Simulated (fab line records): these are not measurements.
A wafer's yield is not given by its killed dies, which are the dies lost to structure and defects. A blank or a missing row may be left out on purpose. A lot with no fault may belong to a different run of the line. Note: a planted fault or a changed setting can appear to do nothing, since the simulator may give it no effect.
Struck lot and sound lot, side by side :: flow sfq-line :: 14 steps out of a route of 325
Sound: wafers L642.1, L642.4, L642.6. Wafers struck: L654.3, L654.5, L654.6. The cause is given at the end.
Each step with rows lists, per side, the tool, then ch with its chambers, then its first start. Under that, the readings that differ: sound wafers :: struck wafers :: difference of the means :: sigmas: that difference in standard deviations of wafers without a fault.
alike: readings with means less than 2 such deviations apart, plus words and numbers identical on both sides. not compared: withheld readings, readings lacking a value on some wafer, bounds such as >300 that could conceal the same value, and numbers that have no deviation in the record and whose values overlap.
Wherever a step has rows on one side only, a row that says differs or no value, or a row with sigmas, the two part there. Numbers that have no deviation but don't overlap get no sigmas and don't part them. A reading that every wafer of one side lacks parts them only if that side has two wafers or more.

first, 2 steps without rows for these wafers: SFQ_TRILAYER_I5_LITHO_PEB_147 (peb time 60 s); SFQ_TRILAYER_I5_LITHO_DEVELOP_146 (time 60 s).
SFQ_I5_OVL_MEAS_936:
  struck on overlay-01, day 72 15:47; sound on overlay-01, day 71 09:46
  alike: I5_OVL
SFQ_TRILAYER_I5_BARC_OPEN_VIA_ETCH_200: etches BARC in O2, target depth 125 nm, time 41.7 s.
  sound on rie-diel-02 ch 1,3, day 71 09:48; struck on rie-diel-03 ch 0,1,2, day 72 15:48
  alike: bias-w, drypump-motor-current-A, oes-product-au
  not compared: rf-hours-counter-h
SFQ_TRILAYER_I5_ETCH_VIA_ETCH_147: etches the open film in CHF3, stops on Nb, target depth 360 nm.
  sound on rie-diel-02 ch 1,3, day 71 09:50; struck on rie-diel-03 ch 0,1,2, day 72 15:50
  alike: bias-w, drypump-motor-current-A, oes-product-au
SFQ_TRILAYER_I5_STRIP_STRIP_148: strips in O2.
  sound on rie-metal-03 ch 0,1, day 71 09:59; struck on rie-metal-01 ch 0,1, day 72 16:11
  alike: drypump-motor-current-A, oes-product-au, platen-temp-c
  not compared: rf-hours-counter-h
then, 6 steps without rows for these wafers: SFQ_TRILAYER_I5_STRIP_SOLV_CLEAN_149 (cleans in NMP, time 600 s); SFQ_TRILAYER_C5_LITHO_COAT_156 (resist thk 62 nm); SFQ_TRILAYER_C5_LITHO_COAT_151 (resist thk 650 nm); SFQ_TRILAYER_C5_LITHO_SOFTBAKE_155; SFQ_TRILAYER_C5_LITHO_EXPOSE_152 (exposes mask C5, target cd 500 nm); SFQ_TRILAYER_C5_LITHO_PEB_154 (peb time 60 s).
SFQ_TRILAYER_C5_LITHO_DEVELOP_153: time 60 s.
  sound on litho-track-03 ch 0, day 71 12:52; struck on litho-track-03, day 72 18:55
  no value came back on the struck wafers for chill-plate-temp-C (C), exhaust-pa (Pa); on the sound wafers chill-plate-temp-C (C) reads 22.92 22.84 22.99
reading: model.KrF_of_TRILAYER_C5_LITHO_COAT_151.thk-nm (nm)
sound: 622.5 623.1 621.4
struck: 653.5 652.3 651.2
difference: +30.0
sigmas: 
SFQ_C5_OVL_MEAS_937:
  struck on overlay-02, day 72 19:02; sound on overlay-02, day 71 13:01
reading: C5_OVL (nm)
sound: -3 -4 1
struck: - - -
difference: no value on the struck wafers
sigmas: 

## WHERE THEY PART
Earliest at SFQ_TRILAYER_C5_LITHO_DEVELOP_153; latest, in this record, at SFQ_C5_OVL_MEAS_937.

WHY: whatever the simulator had introduced
Skipped step whole: litho-track-03, from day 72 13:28 on, at SFQ_TRILAYER_C5_LITHO_DEVELOP_153. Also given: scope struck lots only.
